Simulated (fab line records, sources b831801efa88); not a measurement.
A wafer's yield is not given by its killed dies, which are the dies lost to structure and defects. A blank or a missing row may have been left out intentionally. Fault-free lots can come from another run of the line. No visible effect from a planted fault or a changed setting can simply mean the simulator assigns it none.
Problem report in the 8D (eight disciplines) form, filled by code + flow sky130 + the parts of the form that need people (team, actions taken, sign-off) are left out

== 1. THE ISSUE ==
tube-center-temp-C at SKY_GATE_OXIDE_OXIDATION_16 reads a mean of 789 C on 6 wafers of 2 lots; wafers without a fault read 800 C with a standard deviation of 0.07. So: -99 or more standard deviations from the usual mean.
The step: stabilise 600 s, purge 300 s, target thk 3.57 nm.
Seen first at day 17 10:23 on furnace-02, wafer L918.1. The record holds 36 wafers of 12 lots with a number at this step. Rule for "out", or "out of limits": more than 4 standard deviations from the usual mean. The other wafers with a number count as sound.

== 2. WHAT IT IS; WHAT IT IS NOT ==
| question                    | is                                                                                                                | is not                                                                                             |
|-----------------------------|-------------------------------------------------------------------------------------------------------------------|----------------------------------------------------------------------------------------------------|
| which readings at this step | tube-center-temp-C, spike-tc-centre-C, spike-tc-lower-C, spike-tc-top-C, spike-tc-upper-C, tube_center_temp_C_max | zone-power-bottom-pct                                                                              |
| which lots                  | L918, L919                                                                                                        | L911, L912, L914, L915, L923, L926, L927, L928, L929, L930                                         |
| which wafers of those lots  | all that have a number                                                                                            | -                                                                                                  |
| read on which tools         | furnace-02                                                                                                        | furnace-01                                                                                         |
| when                        | from day 17 10:23                                                                                                 | up to then (12 sound wafers); but 18 sound wafers of L923, L926, L927, L928, L929, L930 came after |

== 3. THE SUSPECTS, EACH WITH WHAT RULES IT OUT ==
Counting: a tool stays on the suspect list if, at a process step up to the reading, it processed all lots that are out and no sound lot following the first of them.
- furnace-02 at SKY_GATE_OXIDE_OXIDATION_16 (stabilise 600 s, purge 300 s, target thk 3.57 nm): ruled out as a lasting fault. After its first lot that is out, L918 (day 17 10:23), sound lots L927, L928, L929, L930 ran on it.
Left after counting: nothing in the record.

== 4. THE CAUSE (what the simulator had put in) ==
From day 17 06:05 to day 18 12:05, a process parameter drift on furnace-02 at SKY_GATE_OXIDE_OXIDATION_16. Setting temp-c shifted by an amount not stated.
Counting ruled it out, wrongly.

== 5. THE EFFECT CHAIN, in route order ==
Each row: a reading where the mean over the struck wafers with a number is more than 3 standard deviations away from the usual. Scope: only readings with a usual standard deviation given in the record; hours: median across lots of the time from each lot's start at the first step in this table that gives one to its start at this step; sigmas: change in usual standard deviations.
| hours | step                        | reading                | usual   | on struck wafers | change | sigmas      |
|-------|-----------------------------|------------------------|---------|------------------|--------|-------------|
| 0     | SKY_GATE_OXIDE_OXIDATION_16 | spike-tc-bottom-C      | 817 C   | 804              | -13    | -3.0        |
| 0     | SKY_GATE_OXIDE_OXIDATION_16 | spike-tc-centre-C      | 799.4 C | 787.4            | -12.0  | -8.5        |
| 0     | SKY_GATE_OXIDE_OXIDATION_16 | spike-tc-lower-C       | 801.0 C | 790.8            | -10.2  | -9.3        |
| 0     | SKY_GATE_OXIDE_OXIDATION_16 | spike-tc-top-C         | 815.1 C | 804.3            | -10.8  | -9.8        |
| 0     | SKY_GATE_OXIDE_OXIDATION_16 | spike-tc-upper-C       | 800.8 C | 789.7            | -11.1  | -11         |
| 0     | SKY_GATE_OXIDE_OXIDATION_16 | tube-center-temp-C     | 800 C   | 789              | -11    | -99 or more |
| 0     | SKY_GATE_OXIDE_OXIDATION_16 | tube_center_temp_C_max | 802.1   | 791.5            | -10.6  | -34         |
It contains these process steps:
- SKY_GATE_OXIDE_OXIDATION_16: stabilise 600 s, purge 300 s, target thk 3.57 nm.
Later measuring or inspecting steps at which every struck wafer that the step has a row for has a number for every such reading, and none has moved that far: SKY_POLY_GATE_THK_MEAS_01, SKY_POLY_CUT_OVL_MEAS_09.

== 6. HOW IT WOULD HAVE BEEN CAUGHT EARLIER ==
4 hours passed between the start of the fault at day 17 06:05 and the first reading out of limits in this record, taken at day 17 10:23.
